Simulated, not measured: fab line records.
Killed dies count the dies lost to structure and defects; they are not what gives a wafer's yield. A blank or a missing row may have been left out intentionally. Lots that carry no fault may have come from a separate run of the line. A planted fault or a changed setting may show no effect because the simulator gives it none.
fab line records | flow sky130
record lots=6 wafers=18 last-day=50
route steps=708 shown SONOS_ONO@186 GATE_OXIDE@187 POLY_GATE@204 RES_PROTECT@206 PAD_OPEN@708
lots untouched by any fault: they come from a run of this same line in which no faults occurred
start-h: start of the lot's first displayed wafer, in hours after the record's first day | wait-h: how many hours have passed since the lot's step before this one | " same as the row above | L1.1+2: several wafers, shown together as one row | - no value, or no start was given | * or withheld: withheld | < > ~ a bound
route shown NAME@n: NAME is a module with steps in the file, n the number in the route of the first one | usual: mean/standard deviation taken from wafers without a fault | same: alike in all rows | chamber/n: place in a boat | sites: per-site readings | _std_site: the standard deviation of these | _edge_site: inner sites' mean taken away from outer sites' mean | radius-mm: for every site, how far away it sits from the centre of the wafer | mask NAME#n: copy n | behind: tool/chamber where the wafer was last shaped | hold: reason for holding the lot/hours on hold/outcome of the hold | device: the transistor (n, p or np) that didn't switch | end of line: tests of these same wafers at the route's end | step lacking rows: just its recipe | killed: the dies lost at the first sort to structure and to defects; this is not the yield of the wafer | map: shows each die of a wafer: x if killed, . if not, _ if none is there
set.NAME: the run value of the setting; set.NAME@STEP: its run value at that earlier step | model.NAME: the simulator's own value behind a step, which no gauge read
lots at some steps of the route; a table a step, a row a wafer
services: when a tool's chamber went out of use (start-h, in hours from the record's first day, below 0 if earlier), for how many hours, and the reason
## steps
# step SKY_SONOS_ONO_WET_ETCH_18
# recipe chemistry=H3PO4 target-depth-nm=15 target=Si3N4 temp-c=160 time-s=172
# step SKY_GATE_OXIDE_CLEAN_00
# recipe chemistry=SC1/SC2 mix=1:4:20 temp-c=70 time-s=150 dry=n2-spin
# step SKY_GATE_OXIDE_OXIDATION_01
# recipe temp-c=900 ambient=O2 stabilise-s=600 purge-s=300 target-thk-a=102.68 ox-time-s=1473
# step SKY_GATE_OXIDE_THK_MEAS_02
# recipe reads=SiO2_of_GATE_OXIDE_OXIDATION_01
# usual GATE_OXIDE_OXIDATION_00_THK=10.34/0.18
# columns lot.wafer tool chamber start-h wait-h GATE_OXIDE_OXIDATION_00_THK[nm]
L458.3 film-metro-04 - 299.92 0.0 10.27
L458.5 " - " " 10.25
L458.6 " - " " 10.28
L460.2 film-metro-01 - 323.23 0.0 10.38
L460.3 " - " " 10.14
L460.6 " - " " 10.20
L461.1 film-metro-04 - 332.40 0.0 10.27
L461.5 " - " " 10.24
L461.6 " - " " 10.26
L472.2 film-metro-04 - 427.27 0.0 10.24
L472.3 " - " " 10.13
L472.4 " - " " 10.34
L473.1 film-metro-01 - 432.35 0.0 10.17
L473.2 " - " " 10.11
L473.4 " - " " 10.35
L476.2 film-metro-01 - 466.71 0.0 10.20
L476.3 " - " " 10.14
L476.6 " - " " 10.48
# step SKY_GATE_OXIDE_DEHYDRATE_03
# recipe temp-c=200 time-s=60
# step SKY_GATE_OXIDE_HMDS_04
# recipe prime-time-s=60 prime-temp-c=120
# step SKY_GATE_OXIDE_COAT_05
# recipe resist=NOVOLAK spin-rpm=3000 resist-thk-nm=1140
# step SKY_GATE_OXIDE_SOFTBAKE_06
# recipe temp-c=90 time-s=60 resist=NOVOLAK
# step SKY_GATE_OXIDE_EXPOSE_07
# recipe mask-id=LVOM na=0.6 source-shape=conventional sigma-outer=0.6 polarization=unpolarized target-cd-nm=600 dose-mj=170
# step SKY_GATE_OXIDE_PEB_08
# recipe temp-c=withheld time-s=* resist=NOVOLAK
# step SKY_GATE_OXIDE_DEVELOP_09
# recipe resist=NOVOLAK developer=TMAH develop-time-s=60 dev-temp-c=23
# step SKY_GATE_OXIDE_OVL_MEAS_10
# usual GATE_OXIDE_OVL=0.3/1.6
# columns lot.wafer tool chamber start-h wait-h GATE_OXIDE_OVL[nm]
L458.3 overlay-01 - 325.72 0.1 -0.2
L458.5 " - " " 0.0
L458.6 " - " " 0.7
L460.2 overlay-01 - 349.29 0.1 -1.7
L460.3 " - " " 0.0
L460.6 " - " " -0.8
L461.1 overlay-02 - 360.29 0.1 -0.5
L461.5 " - " " 1.2
L461.6 " - " " -2.5
L472.2 overlay-02 - 457.11 0.1 -1.2
L472.3 " - " " 1.6
L472.4 " - " " -1.5
L473.1 overlay-02 - 461.70 0.1 1.5
L473.2 " - " " 1.7
L473.4 " - " " 0.3
L476.2 overlay-01 - 497.31 0.1 1.6
L476.3 " - " " -0.2
L476.6 " - " " -0.4
# step SKY_GATE_OXIDE_IMPLANT_11
# recipe species=B energy-kev=10 dose-cm2=2.6e+12 tilt-deg=withheld
# usual beam-energy-keV=10.000/0.0032
# columns lot.wafer tool chamber start-h wait-h beam-energy-keV
L458.3 implanter-02 0 325.79 0.1 9.999
L458.5 " 0 " " 10.001
L458.6 " 0 " " 10.001
L460.2 implanter-01 0 349.35 0.0 10.000
L460.3 " 0 " " 9.999
L460.6 " 0 " " 10.000
L461.1 implanter-04 0 360.32 0.0 10.000
L461.5 " 0 " " 9.995
L461.6 " 0 " " 10.004
L472.2 implanter-04 0 457.16 0.0 10.000
L472.3 " 0 " " 9.996
L472.4 " 0 " " 10.000
L473.1 implanter-04 0 461.74 0.0 9.997
L473.2 " 0 " " 10.000
L473.4 " 0 " " 10.000
L476.2 implanter-01 0 497.37 0.0 9.999
L476.3 " 0 " " 10.001
L476.6 " 0 " " 10.001
# step SKY_GATE_OXIDE_WET_ETCH_12
# recipe chemistry=dHF target-depth-nm=16.8 dry=n2-spin target=SiO2 dilution=100:1 temp-c=25 time-s=336
# step SKY_GATE_OXIDE_STRIP_13
# recipe chemistry=O2/N2 power-w=1400 pressure-mtorr=1500 platen-temp-c=withheld o2-flow-sccm=3000 n2-flow-sccm=300 overash-fraction=0.5
# usual drypump-motor-current-A=5.6/0.47 oes-product-au=0.716/0.0043 strip-time-to-endpoint-s=14.16/0.036
# columns lot.wafer tool chamber start-h wait-h drypump-motor-current-A oes-product-au rf-hours-counter-h strip-time-to-endpoint-s
L458.3 plasma-asher-03 1 326.03 0.0 5.4 0.714 - 14.14
L458.5 " 1 " " 5.4 0.714 - 14.13
L458.6 " 0 " " 6.1 0.718 - 14.12
L460.2 plasma-asher-03 0 349.57 0.0 6.1 0.717 24 14.12
L460.3 " 0 " " 6.1 0.726 - 14.11
L460.6 " 0 " " 6.1 0.715 - 14.12
L461.1 plasma-asher-01 0 360.58 0.0 5.2 0.718 68 14.14
L461.5 " 1 " " 6.1 0.717 - 14.14
L461.6 " 0 " " 5.2 0.722 - 14.15
L472.2 plasma-asher-03 0 457.39 0.0 6.1 0.719 35 14.13
L472.3 " 0 " " 6.1 0.721 - 14.16
L472.4 " 1 " " 5.4 0.714 - 14.15
L473.1 plasma-asher-03 1 462.09 0.0 5.4 0.716 35 14.15
L473.2 " 0 " " 6.1 0.719 35 14.14
L473.4 " 1 " " 5.4 0.715 - 14.17
L476.2 plasma-asher-01 0 497.60 0.0 5.2 0.710 6 14.10
L476.3 " 0 " " 5.2 0.728 - 14.13
L476.6 " 0 " " 5.2 0.716 - 14.15
# step SKY_GATE_OXIDE_TW_MEAS_14
# usual GATE_OXIDE_TW=223.2/1.7
# columns lot.wafer tool chamber start-h wait-h GATE_OXIDE_TW
L458.3 film-metro-04 - 326.12 0.1 219.8
L458.5 " - " " 219.8
L458.6 " - " " 221.3
L460.2 film-metro-03 - 349.68 0.1 222.4
L460.3 " - " " 221.7
L460.6 " - " " 221.9
L461.1 film-metro-03 - 360.68 0.1 223.0
L461.5 " - " " 223.3
L461.6 " - " " 223.1
L472.2 film-metro-01 - 457.50 0.1 220.8
L472.3 " - " " 223.5
L472.4 " - " " 220.7
L473.1 film-metro-03 - 462.19 0.1 223.4
L473.2 " - " " 221.3
L473.4 " - " " 220.6
L476.2 film-metro-01 - 497.71 0.1 225.6
L476.3 " - " " 224.8
L476.6 " - " " 224.8
# step SKY_GATE_OXIDE_CLEAN_15
# recipe chemistry=SC1/SC2 mix=1:4:20 temp-c=70 time-s=150 dry=n2-spin
# step SKY_GATE_OXIDE_OXIDATION_16
# recipe temp-c=800 ambient=O2 idle-temp-c=700 ramp-up-c-per-min=10 ramp-down-c-per-min=3 stabilise-s=600 purge-s=300 target-thk-a=35.7 ox-time-s=1915
# step SKY_POLY_GATE_CVD_00
# recipe material=poly-Si target-thk-nm=180 temp-c=620 time-s=720 pressure-mtorr=200
# step SKY_POLY_GATE_THK_MEAS_01
# recipe reads=poly-Si_of_POLY_GATE_CVD_00
# usual POLY_GATE_CVD_00_THK=180.3/1.5
# columns lot.wafer tool chamber start-h wait-h POLY_GATE_CVD_00_THK[nm]
L458.3 film-metro-02 - 330.13 0.1 182.7
L458.5 " - " " 181.9
L458.6 " - " " 181.6
L460.2 film-metro-02 - 353.65 0.0 179.9
L460.3 " - " " 181.2
L460.6 " - " " 181.1
L461.1 film-metro-03 - 364.18 0.0 179.4
L461.5 " - " " 180.8
L461.6 " - " " 180.9
L472.2 film-metro-03 - 460.34 0.0 178.9
L472.3 " - " " 178.4
L472.4 " - " " 178.9
L473.1 film-metro-04 - 465.25 0.0 182.7
L473.2 " - " " 181.7
L473.4 " - " " 180.6
L476.2 film-metro-04 - 500.56 0.0 181.8
L476.3 " - " " 181.1
L476.6 " - " " 181.3
# step SKY_RES_PROTECT_DEHYDRATE_00
# recipe temp-c=200 time-s=60
# step SKY_RES_PROTECT_HMDS_01
# recipe prime-time-s=60 prime-temp-c=120
# step SKY_RES_PROTECT_COAT_02
# recipe resist=NOVOLAK spin-rpm=3000 resist-thk-nm=1140
# step SKY_RES_PROTECT_SOFTBAKE_03
# recipe temp-c=90 time-s=60 resist=NOVOLAK
# step SKY_RES_PROTECT_EXPOSE_04
# recipe mask-id=RPM na=0.6 source-shape=conventional sigma-outer=0.6 polarization=unpolarized target-cd-nm=1270 dose-mj=131
# step SKY_RES_PROTECT_PEB_05
# recipe temp-c=withheld time-s=* resist=NOVOLAK
# step SKY_RES_PROTECT_DEVELOP_06
# recipe resist=NOVOLAK developer=TMAH develop-time-s=60 dev-temp-c=23
# step SKY_POLY_GATE_IMPLANT_02
# recipe species=P energy-kev=30 dose-cm2=7.7e+15 tilt-deg=0
# step SKY_RES_PROTECT_STRIP_07
# recipe chemistry=O2/N2 power-w=1400 pressure-mtorr=1500 platen-temp-c=withheld o2-flow-sccm=3000 n2-flow-sccm=300 overash-fraction=0.5
# usual drypump-motor-current-A=5.4/0.53 oes-product-au=0.517/0.0043 strip-time-to-endpoint-s=23.29/0.034
# columns lot.wafer tool chamber start-h wait-h drypump-motor-current-A oes-product-au rf-hours-counter-h strip-time-to-endpoint-s
L458.3 plasma-asher-04 0 356.79 0.1 5.6 0.517 - 23.28
L458.5 " 0 " " 5.6 0.520 - 23.30
L458.6 " 1 " " 5.0 0.526 - 23.27
L460.2 plasma-asher-01 0 382.21 0.1 5.2 0.510 70 23.24
L460.3 " 1 " " 6.0 0.523 - 23.22
L460.6 " 0 " " 5.2 0.516 - 23.30
L461.1 plasma-asher-04 1 392.50 0.1 5.0 0.520 67 23.26
L461.5 " 0 " " 5.6 0.510 - 23.28
L461.6 " 1 " " 5.0 0.520 - 23.26
L472.2 plasma-asher-02 0 490.10 0.1 6.0 0.519 67 23.32
L472.3 " 0 " " 6.0 0.513 - 23.29
L472.4 " 1 " " 4.8 0.524 - 23.30
L473.1 plasma-asher-01 0 495.95 0.1 5.2 0.519 6 23.36
L473.2 " 1 " " 6.1 0.521 6 23.33
L473.4 " 0 " " 5.2 0.527 - 23.35
L476.2 plasma-asher-02 0 531.81 0.1 6.0 0.523 71 23.29
L476.3 " 0 " " 6.1 0.520 - 23.29
L476.6 " 0 " " 6.0 0.514 - 23.27
# step SKY_RES_PROTECT_TW_MEAS_08
# usual POLY_GATE_TW=4038/24
# columns lot.wafer tool chamber start-h wait-h POLY_GATE_TW
L458.3 film-metro-01 - 356.88 0.1 4031
L458.5 " - " " 4023
L458.6 " - " " 4028
L460.2 film-metro-02 - 382.32 0.1 4077
L460.3 " - " " 4071
L460.6 " - " " 4073
L461.1 film-metro-01 - 392.60 0.1 4030
L461.5 " - " " 4061
L461.6 " - " " 4016
L472.2 film-metro-03 - 490.21 0.1 3997
L472.3 " - " " 4030
L472.4 " - " " 4016
L473.1 film-metro-01 - 496.05 0.1 4015
L473.2 " - " " 4017
L473.4 " - " " 4008
L476.2 film-metro-01 - 531.92 0.1 4030
L476.3 " - " " 4007
L476.6 " - " " 4007
# step SKY_RES_PROTECT_CLEAN_09
# recipe chemistry=SC1/SC2 mix=1:4:20 temp-c=70 time-s=150 dry=n2-spin
# step SKY_POLY_GATE_CVD_03
# recipe material=Si3N4 precursor=DCS/NH3 target-thk-nm=75 temp-c=770 time-s=1290 pressure-mtorr=250
# step SKY_POLY_GATE_THK_MEAS_04
# recipe reads=Si3N4_of_POLY_GATE_CVD_03
# usual POLY_GATE_CVD_03_THK=75.3/0.64
# columns lot.wafer tool chamber start-h wait-h POLY_GATE_CVD_03_THK[nm]
L458.3 film-metro-02 - 361.75 0.0 75.2
L458.5 " - " " 75.0
L458.6 " - " " 75.8
L460.2 film-metro-03 - 384.95 0.0 75.3
L460.3 " - " " 75.2
L460.6 " - " " 75.6
L461.1 film-metro-04 - 394.84 0.0 75.1
L461.5 " - " " 75.1
L461.6 " - " " 75.5
L472.2 film-metro-02 - 491.68 0.0 75.7
L472.3 " - " " 75.5
L472.4 " - " " 74.8
L473.1 film-metro-04 - 497.52 0.0 75.2
L473.2 " - " " 74.7
L473.4 " - " " 74.2
L476.2 film-metro-03 - 533.39 0.0 73.9
L476.3 " - " " 74.6
L476.6 " - " " 74.5
# step SKY_POLY_GATE_DEHYDRATE_05
# recipe temp-c=200 time-s=60
# step SKY_POLY_GATE_HMDS_06
# recipe prime-time-s=60 prime-temp-c=120
# step SKY_POLY_GATE_COAT_07
# recipe resist=BARC temp-c=withheld time-s=withheld spin-rpm=3000 resist-thk-nm=110
# step SKY_POLY_GATE_COAT_08
# recipe resist=KrF-thick spin-rpm=3000 resist-thk-nm=450
# step SKY_POLY_GATE_SOFTBAKE_09
# recipe temp-c=100 time-s=90 resist=KrF-thick
# step SKY_POLY_GATE_EXPOSE_10
# recipe mask-id=P1M na=0.68 source-shape=conventional sigma-outer=0.6 target-cd-nm=150 dose-mj=28
# step SKY_POLY_GATE_PEB_11
# recipe peb-temp-c=withheld peb-time-s=withheld resist=KrF-thick
# step SKY_POLY_GATE_DEVELOP_12
# recipe develop-time-s=60 resist=KrF-thick dev-temp-c=21
# step SKY_POLY_GATE_CD_MEAS_13
# recipe target-cd-nm=150
# usual cd-nm=149.7/1.1
# columns lot.wafer tool chamber start-h wait-h cd-nm
L458.3 cd-sem-02 - 390.30 - 152.3
L458.5 " - " " 152.7
L458.6 " - " " 149.5
L460.2 cd-sem-02 - 414.43 - 149.0
L460.3 " - " " 149.4
L460.6 " - " " 150.3
L461.1 cd-sem-01 - 424.51 - 149.9
L461.5 " - " " 150.5
L461.6 " - " " 151.9
L472.2 cd-sem-02 - 522.58 - 152.5
L472.3 " - " " 150.8
L472.4 " - " " 149.7
L473.1 cd-sem-02 - 528.19 - 149.6
L473.2 " - " " 149.4
L473.4 " - " " 148.6
L476.2 cd-sem-02 - 563.88 - 149.9
L476.3 " - " " 148.1
L476.6 " - " " 148.7
# step SKY_PAD_OPEN_PROBE_99
# usual killed_at_M0_to_M3=42/7.7 killed_at_M4_up=3.1/1.9 killed-at-contacts=24/4.9 killed-at-front-end=15/4.6 killed-at-other=0.3/0.51 killed-dies=85/9.9 killed-open=47/7.1 killed-short=38/6.7
# same gross-dies=492 killed-at-back-side=0
# columns lot.wafer tool chamber start-h wait-h killed_at_M0_to_M3 killed_at_M4_up killed-at-contacts killed-at-front-end killed-at-other killed-dies killed-open killed-short model.etest.pfet_01v8_lvt.drive-ua-um model.etest.pfet_01v8.drive-ua-um model.etest.pfet_01v8_mvt.drive-ua-um model.etest.pfet_01v8.drive-ua-um-range model.etest.pfet_01v8_hvt.drive-ua-um model.etest.nfet_01v8.drive-ua-um-range model.etest.pfet_01v8_lvt.off-log10-a-um model.etest.pfet_01v8_mvt.off-log10-a-um
L458.3 prober-02 - 1093.12 0.2 43 5 26 13 0 87 52 35 174.6 192.4 156.1 5.812 144.1 6.352 -8.672 -10.11
L458.5 prober-02 - 1093.22 0.2 49 3 22 21 0 95 47 46 169.9 188.2 151.6 7.473 140.8 6.04 -8.853 -10.15
L458.6 prober-02 - 1093.27 0.2 48 4 25 13 0 90 58 30 174.3 194.5 153.8 11.36 142.7 5.64 -8.729 -9.973
L460.2 prober-02 - 1106.61 0.1 44 4 21 20 1 90 51 39 175.9 190.7 149.7 7.078 140.9 6.009 -8.722 -11.03
L460.3 prober-02 - 1106.66 0.2 31 4 32 14 0 81 51 30 174.4 188.9 149.7 8.805 140.8 8.518 -8.765 -10.88
L460.6 prober-02 - 1106.81 0.2 38 3 29 27 0 97 65 32 175.6 187.5 149 4.389 139.8 7.002 -8.913 -11.01
L461.1 prober-01 - 1117.23 0.1 39 4 30 8 0 81 45 36 171.2 192.3 151.8 5.898 142.8 7.221 -9.329 -10.54
L461.5 prober-01 - 1117.43 0.2 31 2 30 14 0 77 45 32 171.4 189.8 150.3 6.397 141.6 9.004 -9.256 -10.6
L461.6 prober-01 - 1117.48 0.2 34 8 24 9 1 76 50 26 170.2 188.9 149.8 10.59 138.9 13.61 -9.244 -10.77
L472.2 prober-02 - 1173.58 0.1 49 4 30 21 0 104 69 34 160.8 179.6 142.3 14.16 132.8 17.88 -10.33 -11.52
L472.3 prober-02 - 1173.63 0.2 31 2 29 16 1 79 49 28 171.9 192 150.4 6.275 142.9 9.808 -9.295 -10.82
L472.4 prober-02 - 1173.68 0.2 49 5 29 21 0 104 51 53 162.5 184.6 144.8 13.69 137.7 14.23 -10.31 -11.41
L473.1 prober-01 - 1175.06 0.1 52 2 18 14 0 86 51 35 178.3 198.9 157.1 4.452 148 8.799 -8.68 -10.27
L473.2 prober-01 - 1175.11 0.1 42 4 26 23 1 96 51 44 171.1 194.6 153.7 16.19 145.2 15.42 -9.554 -10.76
L473.4 prober-01 - 1175.21 0.2 36 3 18 10 0 67 39 28 168.3 193.7 150.7 11.5 143.5 15.13 -9.672 -10.76
L476.2 prober-02 - 1195.23 0.1 52 2 19 20 0 93 50 43 176.2 191.8 151.5 6.964 143.7 6.31 -9 -10.89
L476.3 prober-02 - 1195.28 0.2 49 1 21 15 0 86 44 42 173.3 190.3 151 5.29 142.1 15.16 -9.121 -10.73
L476.6 prober-02 - 1195.43 0.2 51 2 24 22 2 101 58 41 178.1 196.7 152.4 4.934 148.1 8.364 -8.795 -10.89
# killed by level:class
L458.3 CONTACT:geometric-particle:open=13 VIA1:geometric-particle:open=12 LI_CONTACT:geometric-particle:open=8 METAL1:geometric-particle:short=7 METAL2:geometric-particle:short=6 VIA2:geometric-particle:open=5 FIELD_ISO:geometric-particle:open=4 POLY_GATE:geometric-particle:short=4
L458.5 VIA1:geometric-particle:open=14 FIELD_ISO:geometric-particle:short=7 CONTACT:geometric-particle:open=7 VIA1:geometric-particle:short=7 LI_CONTACT:geometric-particle:open=6 VIA2:geometric-particle:open=6 LOCAL_INTERCONNECT:geometric-particle:short=5 METAL2:geometric-particle:short=5
L458.6 VIA1:geometric-particle:open=16 CONTACT:geometric-particle:open=10 LI_CONTACT:geometric-particle:open=9 VIA3:geometric-particle:open=6 METAL2:geometric-particle:short=5 VIA2:geometric-particle:short=5 VIA2:geometric-particle:open=5 FIELD_ISO:geometric-particle:open=4
L460.2 CONTACT:geometric-particle:open=9 METAL1:geometric-particle:short=9 LI_CONTACT:geometric-particle:open=8 VIA1:geometric-particle:open=7 METAL2:geometric-particle:short=6 FIELD_ISO:geometric-particle:open=5 POLY_GATE:geometric-particle:open=5 VIA2:geometric-particle:open=5
L460.3 LI_CONTACT:geometric-particle:open=10 VIA1:geometric-particle:open=10 LOCAL_INTERCONNECT:geometric-particle:short=8 FIELD_ISO:geometric-particle:open=6 CONTACT:geometric-particle:open=6 CONTACT:geometric-particle:short=5 VIA3:geometric-particle:open=5 METAL1:geometric-particle:short=4
L460.6 VIA1:geometric-particle:open=14 LI_CONTACT:geometric-particle:open=13 CONTACT:geometric-particle:open=9 FIELD_ISO:geometric-particle:open=6 VIA2:geometric-particle:open=6 POLY_GATE:geometric-particle:short=5 POLY_GATE:geometric-particle:open=5 LOCAL_INTERCONNECT:geometric-particle:short=5
L461.1 LI_CONTACT:geometric-particle:open=11 VIA1:geometric-particle:open=10 VIA3:geometric-particle:open=9 VIA1:geometric-particle:short=7 CONTACT:geometric-particle:open=7 LI_CONTACT:geometric-particle:short=5 LOCAL_INTERCONNECT:geometric-particle:short=4 METAL1:geometric-particle:short=3
L461.5 LI_CONTACT:geometric-particle:open=15 CONTACT:geometric-particle:open=7 VIA1:geometric-particle:open=6 VIA1:geometric-particle:short=5 FIELD_ISO:geometric-particle:open=4 FIELD_ISO:geometric-particle:short=4 CONTACT:geometric-particle:short=4 METAL2:geometric-particle:short=4
L461.6 VIA1:geometric-particle:open=11 CONTACT:geometric-particle:open=10 LI_CONTACT:geometric-particle:open=9 VIA3:geometric-particle:open=6 VIA2:geometric-particle:open=6 METAL4:geometric-particle:short=4 METAL1:geometric-particle:short=4 FIELD_ISO:geometric-particle:short=3
L472.2 VIA1:geometric-particle:open=15 CONTACT:geometric-particle:open=15 VIA3:geometric-particle:open=8 LI_CONTACT:geometric-particle:open=7 FIELD_ISO:geometric-particle:open=6 VIA1:geometric-particle:short=6 VIA2:geometric-particle:open=6 POLY_GATE:geometric-particle:short=5
L472.3 CONTACT:geometric-particle:open=10 VIA3:geometric-particle:open=9 VIA1:geometric-particle:open=8 VIA2:geometric-particle:open=6 LOCAL_INTERCONNECT:geometric-particle:short=5 CONTACT:geometric-particle:short=5 FIELD_ISO:geometric-particle:short=4 LI_CONTACT:geometric-particle:open=4
L472.4 CONTACT:geometric-particle:open=10 LI_CONTACT:geometric-particle:open=9 VIA1:geometric-particle:open=9 VIA3:geometric-particle:open=7 VIA3:geometric-particle:short=7 VIA1:geometric-particle:short=6 METAL2:geometric-particle:short=6 METAL4:geometric-particle:short=5
L473.1 VIA1:geometric-particle:open=14 VIA3:geometric-particle:open=7 LI_CONTACT:geometric-particle:open=7 VIA1:geometric-particle:short=6 CONTACT:geometric-particle:open=6 METAL2:geometric-particle:short=6 VIA2:geometric-particle:open=6 FIELD_ISO:geometric-particle:open=5
L473.2 CONTACT:geometric-particle:open=10 METAL2:geometric-particle:short=10 VIA3:geometric-particle:open=10 LI_CONTACT:geometric-particle:open=8 FIELD_ISO:geometric-particle:open=7 FIELD_ISO:geometric-particle:short=7 METAL1:geometric-particle:short=6 POLY_GATE:geometric-particle:open=4
L473.4 CONTACT:geometric-particle:open=11 VIA1:geometric-particle:open=10 VIA3:geometric-particle:open=6 METAL2:geometric-particle:short=5 METAL1:geometric-particle:short=4 FIELD_ISO:geometric-particle:short=3 POLY_GATE:geometric-particle:open=3 METAL4:geometric-particle:short=3
L476.2 VIA1:geometric-particle:open=10 METAL1:geometric-particle:short=7 VIA3:geometric-particle:open=7 VIA2:geometric-particle:open=6 LI_CONTACT:geometric-particle:open=6 CONTACT:geometric-particle:open=6 FIELD_ISO:geometric-particle:open=5 VIA2:geometric-particle:short=5
L476.3 VIA1:geometric-particle:open=10 VIA3:geometric-particle:open=8 CONTACT:geometric-particle:open=7 VIA1:geometric-particle:short=5 FIELD_ISO:geometric-particle:open=5 FIELD_ISO:geometric-particle:short=5 CONTACT:geometric-particle:short=5 METAL1:geometric-particle:short=5
L476.6 VIA1:geometric-particle:open=15 CONTACT:geometric-particle:open=13 VIA2:geometric-particle:open=7 FIELD_ISO:geometric-particle:open=6 FIELD_ISO:geometric-particle:short=6 POLY_GATE:geometric-particle:open=5 VIA1:geometric-particle:short=5 METAL1:geometric-particle:short=5
## services
# columns tool chamber start-h hours kind
plasma-asher-03 - 302.06 1.9 repair
implanter-04 - 327.25 11.0 repair
plasma-asher-01 - 332.11 3.9 repair
implanter-01 - 335.99 1.8 repair
plasma-asher-02 - 338.41 2.1 repair
implanter-02 - 358.48 1.2 repair
plasma-asher-01 - 368.96 1.6 repair
implanter-02 - 375.57 2.5 pm
implanter-04 - 376.64 4.4 pm
implanter-04 - 405.30 2.9 repair
plasma-asher-01 - 419.55 4.3 pm
plasma-asher-01 - 423.88 9.0 pm
plasma-asher-01 0 423.88 9.0 vent-cycle
plasma-asher-01 1 423.88 9.0 vent-cycle
plasma-asher-02 - 425.83 0.4 repair
plasma-asher-01 0 432.88 - clean
plasma-asher-01 1 432.88 - clean
implanter-04 - 438.80 4.3 repair
plasma-asher-03 - 467.94 1.4 repair
implanter-01 - 475.20 7.2 repair
implanter-02 - 492.10 150.4 pm
plasma-asher-01 - 492.53 3.1 repair
## key
first-sign none at tools or gauges
model-effect step=SKY_PAD_OPEN_PROBE_99 value=etest.pfet_01v8_lvt.drive-ua-um without=175.2 struck=165.7
met-at SKY_GATE_OXIDE_IMPLANT_11
struck-wafers L472.2,L472.4,L473.2,L473.4
tester-left-out L472,L473
onset-between 360.32 457.16
fault kind=process-parameter-drift tool=implanter-04 chamber=- onset-h=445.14 steps=SKY_GATE_OXIDE_IMPLANT_11 channel=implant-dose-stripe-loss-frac offset=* shape=step end-h=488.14 scope=struck-wafers-only
# tester-left-out: of these lots the tester's yield and bins aren't shown, on N5 and GAA mostly nor the transistor test; their killed dies are dies lost to structure and defects alone, not to doping, threshold or leakage, so they don't give the yield
